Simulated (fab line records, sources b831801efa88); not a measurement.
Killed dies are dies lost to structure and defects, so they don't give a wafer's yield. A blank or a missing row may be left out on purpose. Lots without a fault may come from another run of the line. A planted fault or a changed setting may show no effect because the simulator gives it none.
Which tool did it? | flow sky130 | 12 lots, 36 wafers sampled, at 1 step of a route of 708

WHAT THE GAUGES READ, wafer by wafer
SKY_SONOS_ONO_THK_MEAS_03. Usual: SONOS_ONO_CVD_02_THK 10.51 nm, standard deviation 0.15.
lot  | measured     | on            | SONOS_ONO_CVD_02_THK (nm) | flag
L814 | day 11 16:43 | film_metro-03 | 10.08 10.16 10.22         |
L815 | day 11 22:47 | film_metro-03 | 10.46 10.40 10.36         |
L816 | day 12 07:31 | film_metro-01 | 10.50 10.23 10.48         |
L818 | day 12 15:53 | film_metro-04 | 10.52 10.32 10.34         |
L821 | day 13 23:42 | film_metro-03 | 10.46 10.59 10.45         |
L826 | day 16 02:44 | film_metro-01 | 10.53 10.61 10.48         |
L831 | day 16 17:49 | film_metro-04 | 10.55 10.57 10.61         |
L832 | day 16 17:49 | film_metro-01 | 10.57 10.61 10.62         |
L834 | day 17 07:55 | film_metro-01 | 10.68 10.67 10.52         |
L835 | day 17 20:58 | film_metro-03 | 10.67 10.72 10.61         |
L836 | day 18 01:39 | film_metro-03 | 10.48 10.40 10.50         |
L837 | day 18 13:41 | film_metro-03 | 10.73 10.81 10.86         |

WHICH TOOL RAN EACH LOT (tool, then ch and the chambers of the sampled wafers, then the start)
The record holds no process step before these readings.

WHAT THE TOOLS THEMSELVES READ (means of the sampled wafers that have a number; where no wafer has one, the mark that the record gives instead)
The record holds no such reading with a usual standard deviation.

THE ANSWER, worked out from the rows above alone
Rule: a lot is off if the mean of its wafers that have a number lies more than 3 standard deviations from the usual mean. A lot without any number at a reading at which 4 lots or more have one is off too. The other lots that the step has rows for count as sound. The gauges are gone through in route order, then the tools' own readings, and for those a lot's mean is taken as printed above. The first step at which some lot is off is used, and at that step the reading that is off furthest; a lot without a number counts as furthest.
No lot is off at any reading shown: from this, nothing can be told.

WHAT THE SIMULATOR HAD PUT IN
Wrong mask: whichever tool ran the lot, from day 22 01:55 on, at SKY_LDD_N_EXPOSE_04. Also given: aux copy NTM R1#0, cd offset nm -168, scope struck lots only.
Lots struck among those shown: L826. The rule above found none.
